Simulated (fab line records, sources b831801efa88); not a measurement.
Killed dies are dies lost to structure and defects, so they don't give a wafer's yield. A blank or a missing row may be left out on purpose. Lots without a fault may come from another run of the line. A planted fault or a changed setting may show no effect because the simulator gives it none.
Which tool did it? | flow sfq_line | 14 lots, 42 wafers sampled, at 2 steps of a route of 325

WHAT THE GAUGES READ, wafer by wafer
SFQ_M0_RS_MEAS_904: measures by four-point-probe. Usual: M0_NB_RS 0.891 ohm/sq, standard deviation 0.0086.
lot  | measured     | on            | M0_NB_RS (ohm/sq) | flag
L704 | day 7 06:49  | film_metro-03 | 0.882 0.881 0.894 |
L705 | day 7 12:49  | film_metro-03 | 0.883 0.881 0.889 |
L706 | day 7 18:47  | film_metro-02 | 0.898 0.899 0.894 |
L707 | day 8 04:23  | film_metro-01 | 0.873 0.870 0.880 |
L708 | day 8 12:47  | film_metro-02 | 0.898 0.895 0.893 |
L710 | day 9 15:44  | film_metro-01 | 0.887 0.892 0.888 |
L711 | day 10 00:10 | film_metro-01 | 0.901 0.904 0.907 |
L712 | day 10 07:28 | film_metro-02 | 0.902 0.895 0.897 |
L714 | day 11 06:15 | film_metro-01 | 0.890 0.893 0.888 |
L718 | day 11 23:11 | film_metro-03 | 0.901 0.899 0.899 |
L719 | day 12 05:25 | film_metro-03 | 0.907 0.894 0.887 |
L722 | day 13 07:43 | film_metro-01 | 0.894 1.129 0.886 | OFF
L723 | day 13 13:43 | film_metro-02 | 0.895 1.157 0.902 | OFF
L727 | day 15 04:06 | film_metro-03 | 0.886 0.885 0.883 |

WHICH TOOL RAN EACH LOT (tool, then ch and the chambers of the sampled wafers, then the start)
lot  | SFQ_TRILAYER_M0_DEP_SPUTTER_019
L704 | pvd_sputter-06, day 7 06:41
L705 | pvd_sputter-06, day 7 12:41
L706 | pvd_sputter-06, day 7 18:42
L707 | pvd_sputter-03, day 8 04:17
L708 | pvd_sputter-06, day 8 12:42
L710 | pvd_sputter-06, day 9 15:38
L711 | pvd_sputter-06, day 10 00:02
L712 | pvd_sputter-03, day 10 07:22
L714 | pvd_sputter-05, day 11 06:10
L718 | pvd_sputter-03, day 11 23:05
L719 | pvd_sputter-06, day 12 05:17
L722 | pvd_sputter-06, day 13 07:37
L723 | pvd_sputter-06, day 13 13:37
L727 | pvd_sputter-03, day 15 04:01
- SFQ_TRILAYER_M0_DEP_SPUTTER_019: material Nb, target thk 200 nm, time 133.3 s.

WHAT THE TOOLS THEMSELVES READ (means of the sampled wafers that have a number; where no wafer has one, the mark that the record gives instead)
SFQ_TRILAYER_M0_DEP_SPUTTER_019. Usual: resputter_cathode_voltage_v 399 V, standard deviation 3.7; throttle_valve_pct 30.2 %, standard deviation 0.87.
lot  | tool           | resputter_cathode_voltage_v (V) | throttle_valve_pct (%) | flag
L704 | pvd_sputter-06 | 398                             | 29.5                   |
L705 | pvd_sputter-06 | 399                             | 30.2                   |
L706 | pvd_sputter-06 | 400                             | 30.0                   |
L707 | pvd_sputter-03 | 396                             | 30.0                   |
L708 | pvd_sputter-06 | 398                             | 29.8                   |
L710 | pvd_sputter-06 | 396                             | 30.7                   |
L711 | pvd_sputter-06 | 400                             | 30.8                   |
L712 | pvd_sputter-03 | 401                             | 30.8                   |
L714 | pvd_sputter-05 | 400                             | 29.9                   |
L718 | pvd_sputter-03 | 399                             | 30.8                   |
L719 | pvd_sputter-06 | 395                             | 30.8                   |
L722 | pvd_sputter-06 | 399                             | 30.1                   |
L723 | pvd_sputter-06 | 398                             | 29.7                   |
L727 | pvd_sputter-03 | 397                             | 30.8                   |

THE ANSWER, worked out from the rows above alone
Rule: a lot is off if the mean of its wafers that have a number lies more than 3 standard deviations from the usual mean. A lot without any number at a reading at which 4 lots or more have one is off too. The other lots that the step has rows for count as sound. The gauges are gone through in route order, then the tools' own readings, and for those a lot's mean is taken as printed above. The first step at which some lot is off is used, and at that step the reading that is off furthest; a lot without a number counts as furthest.
Off: L722, L723, at SFQ_M0_RS_MEAS_904 (M0_NB_RS).
A tool fits if, at a process step before that reading, it ran every lot that is off, and no sound lot after the first of them. The gauges at SFQ_M0_RS_MEAS_904 are tried like those tools. One fits: pvd_sputter-06 at SFQ_TRILAYER_M0_DEP_SPUTTER_019. Its last sound lot is L719 (day 12 05:17), its first lot that is off L722 (day 13 07:37): a fault that began between those two fits.

WHAT THE SIMULATOR HAD PUT IN
Process parameter drift: pvd_sputter-06, from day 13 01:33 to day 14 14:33, at SFQ_TRILAYER_M0_DEP_SPUTTER_019. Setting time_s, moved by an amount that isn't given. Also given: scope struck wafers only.
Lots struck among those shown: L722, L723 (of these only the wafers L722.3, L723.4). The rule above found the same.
